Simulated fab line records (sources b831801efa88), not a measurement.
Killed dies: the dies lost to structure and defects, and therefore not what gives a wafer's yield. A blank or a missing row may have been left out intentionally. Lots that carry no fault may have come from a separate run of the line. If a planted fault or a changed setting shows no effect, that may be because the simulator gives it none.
A lot that was struck, set against a sound lot | flow sky130 | 16 steps out of a route of 708
Sound: wafers L632.2, L632.3, L632.4. Struck: wafers L620.2, L620.4, L620.5. The cause is given at the end.
Order at every step that has rows: each side's tool, ch and its chambers, its first start. Under that, the readings that differ: sound wafers | struck wafers | difference of the means | sigmas: that difference in standard deviations of wafers without a fault.
alike: a reading whose means differ by less than 2 such deviations, as well as words and numbers matching on both sides. not compared: withheld readings; readings where some wafer has no value; bounds like >300 that might hide an equal value; numbers whose values overlap and for which the record gives no deviation.
A row with sigmas, a row that says differs or no value, or rows on one side alone: a step with any of these is where the two part. Numbers that have no deviation but don't overlap get no sigmas and don't part them. Lack of a reading on every wafer of one side parts them only where that side has two or more wafers.

first, 4 steps without rows for these wafers: SKY_LDD_N_IMPLANT_12; SKY_LDD_N_IMPLANT_13; SKY_LDD_N_IMPLANT_14; SKY_LDD_N_IMPLANT_15.
SKY_LDD_N_STRIP_16: strips in O2/N2.
  sound on plasma asher-02 ch 0,1, day 23 17:37; struck on plasma asher-03 ch 0, day 19 06:07
  alike: drypump motor current A, oes product au, strip time to endpoint s
  not compared: rf hours counter h
SKY_LDD_N_TW_MEAS_17:
  sound on film metro-01 at day 23 17:44; struck on film metro-03 at day 19 06:14
  reading  | sound          | struck         | difference | sigmas
  LDD_N_TW | 2605 2606 2606 | 2551 2546 2539 | -60        | -2
then, 6 steps without rows for these wafers: SKY_LDD_P_DEHYDRATE_00 (time 60 s); SKY_LDD_P_HMDS_01 (prime time 60 s); SKY_LDD_P_COAT_02 (resist thk 1140 nm); SKY_LDD_P_SOFTBAKE_03 (time 60 s); SKY_LDD_P_EXPOSE_04 (exposes mask PSDM, target cd 380 nm); SKY_LDD_P_PEB_05.
SKY_LDD_P_DEVELOP_06: develop time 60 s.
  sound on litho track-01 ch 0, day 24 23:39; struck on litho track-01 ch 0, day 20 12:36
SKY_LDD_P_CD_MEAS_07 targets a cd of 380 nm.
  sound on cd sem-02 at day 24 23:47; struck on cd sem-01 at day 20 12:44
  reading    | sound             | struck            | difference | sigmas
  cd nm (nm) | 379.0 380.0 376.0 | 413.4 413.8 414.8 | +35.7      | +14
SKY_LDD_P_OVL_MEAS_08:
  sound on overlay-01 at day 24 23:54; struck on overlay-01 at day 20 12:51
  alike: LDD_P_OVL
-- here the record skips 26 days between the struck wafers' starts before and after, leaving off in module LDD_P and picking up in module PAD_OPEN (first step shown: number 708 of the route) --
SKY_PAD_OPEN_PROBE_99:
  sound on prober-01 at day 49 15:13; struck on prober-01 at day 46 20:44
  alike: killed_at_M0_to_M3, killed_at_M4_up, killed at contacts, killed at front end, killed at other, killed dies, killed open, killed short

== WHERE THEY PART ==
Earliest at SKY_LDD_N_TW_MEAS_17; latest, in this record, at SKY_LDD_P_CD_MEAS_07. Later steps at which nothing parts them and some readings are alike: SKY_LDD_P_OVL_MEAS_08, SKY_PAD_OPEN_PROBE_99.

WHY: whatever the simulator had introduced
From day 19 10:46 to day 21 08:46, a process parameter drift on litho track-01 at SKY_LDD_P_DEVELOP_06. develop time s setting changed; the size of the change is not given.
